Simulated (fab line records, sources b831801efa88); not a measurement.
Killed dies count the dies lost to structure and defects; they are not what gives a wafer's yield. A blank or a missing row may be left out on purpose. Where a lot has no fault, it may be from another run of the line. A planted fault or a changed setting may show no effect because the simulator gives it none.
Struck lot and sound lot, side by side -- flow sky130 -- 17 steps out of a route of 708
Sound: these wafers, L633.1, L633.3, L633.5. Struck: wafer L636.2 (L636.3, L636.4, from the same lot, were not struck and are left out); the cause is given at the end.
Order at every step that has rows: each side's tool, ch and its chambers, its first start. Under that, the readings that differ: sound wafers -- struck wafers -- difference of the means -- sigmas: that difference in standard deviations of wafers without a fault.
alike: a reading whose means differ by less than 2 such deviations, as well as words and numbers matching on both sides. not compared: withheld readings; readings where some wafer has no value; bounds like >300 that might hide an equal value; numbers whose values overlap and for which the record gives no deviation.
A row with sigmas, a row that says differs or no value, or rows on one side alone: a step with any of these is where the two part. Non-overlapping numbers with no deviation appear without sigmas and do not part them. A reading that every wafer of one side lacks parts them only if that side has two wafers or more.

first, 1 step without rows for these wafers: SKY_NWELL_IMPLANT_24.
SKY_NWELL_STRIP_25: strips in O2/N2.
  sound on plasma_asher-02 ch 0,1, day 7 08:06; struck on plasma_asher-04 ch 1, day 7 22:56
reading,sound,struck,difference,sigmas
chamber_pressure_mTorr (mTorr),1498.8 1497.7 1496.6,1501.4,+3.7,+3
  alike: drypump_motor_current_A, oes_product_au, strip_time_to_endpoint_s
  not compared: rf_hours_counter_h
SKY_NWELL_TW_MEAS_26:
  sound on film_metro-03, day 7 08:12; struck on film_metro-04, day 7 23:03
  alike: NWELL_2_TW
then, 1 step without rows for these wafers: SKY_NWELL_CLEAN_27 (cleans in SC1/SC2, time 150 s).
SKY_NWELL_RTA_28: time 30 s.
  sound on rtp_anneal-02 ch 0, day 7 08:19; struck on rtp_anneal-01 ch 0, day 7 23:10
  alike: lamp_power_pct, wafer_temp_C_max
SKY_NWELL_RS_MEAS_29: the measuring method here is four-point-probe.
  sound on film_metro-04, day 7 08:25; struck on film_metro-02, day 7 23:17
  alike: NWELL_RS
SKY_NWELL_RS_MEAS_31: the measuring method here is four-point-probe.
  sound on film_metro-04, day 7 08:39; struck on film_metro-02, day 7 23:31
reading,sound,struck,difference,sigmas
PWDE_RS (ohm/sq),5266 5265 5268,5319,+53,+2
then, 4 steps without rows for these wafers: SKY_VT_ADJUST_HVTP_DEHYDRATE_00 (time 60 s); SKY_VT_ADJUST_HVTP_HMDS_01 (prime time 60 s); SKY_VT_ADJUST_HVTP_COAT_02 (resist thk 1140 nm); SKY_VT_ADJUST_HVTP_SOFTBAKE_03 (time 60 s).
SKY_VT_ADJUST_HVTP_EXPOSE_04: exposes mask HVTPM, target cd 380 nm.
  sound on iline_stepper-02 ch 0, day 7 19:00; struck on iline_stepper-02 ch 0, day 8 08:40
  alike: mask
then, 2 steps without rows for these wafers: SKY_VT_ADJUST_HVTP_PEB_05; SKY_VT_ADJUST_HVTP_DEVELOP_06 (develop time 60 s).
SKY_VT_ADJUST_HVTP_CD_MEAS_07: target cd 380 nm.
  sound on cd_sem-02, day 8 04:33; struck on cd_sem-02, day 8 19:28
reading,sound,struck,difference,sigmas
cd_nm (nm),380.2 379.6 379.4,370.6,-9.1,-3
  not compared: hold
SKY_VT_ADJUST_HVTP_OVL_MEAS_08:
  sound on overlay-01, day 8 04:40; struck on overlay-02, day 8 19:35
  alike: VT_ADJUST_HVTP_OVL
  not compared: hold
-- a jump in the record: the struck wafers' starts before and after are 40 days apart (it breaks off in module VT_ADJUST_HVTP and resumes in module PAD_OPEN, where the first step shown is number 708 of the route) --
SKY_PAD_OPEN_PROBE_99:
  sound on prober-02, day 47 20:20; struck on prober-02, day 48 13:05
  alike: killed_at_M0_to_M3, killed_at_M4_up, killed_at_contacts, killed_at_front_end, killed_at_other, killed_dies, killed_on_rim, killed_open, killed_short

WHERE THEY PART
First at SKY_NWELL_STRIP_25; last, within this record, at SKY_VT_ADJUST_HVTP_CD_MEAS_07. Later steps at which nothing parts them and some readings are alike: SKY_VT_ADJUST_HVTP_OVL_MEAS_08, SKY_PAD_OPEN_PROBE_99.

WHY: what the simulator had put in
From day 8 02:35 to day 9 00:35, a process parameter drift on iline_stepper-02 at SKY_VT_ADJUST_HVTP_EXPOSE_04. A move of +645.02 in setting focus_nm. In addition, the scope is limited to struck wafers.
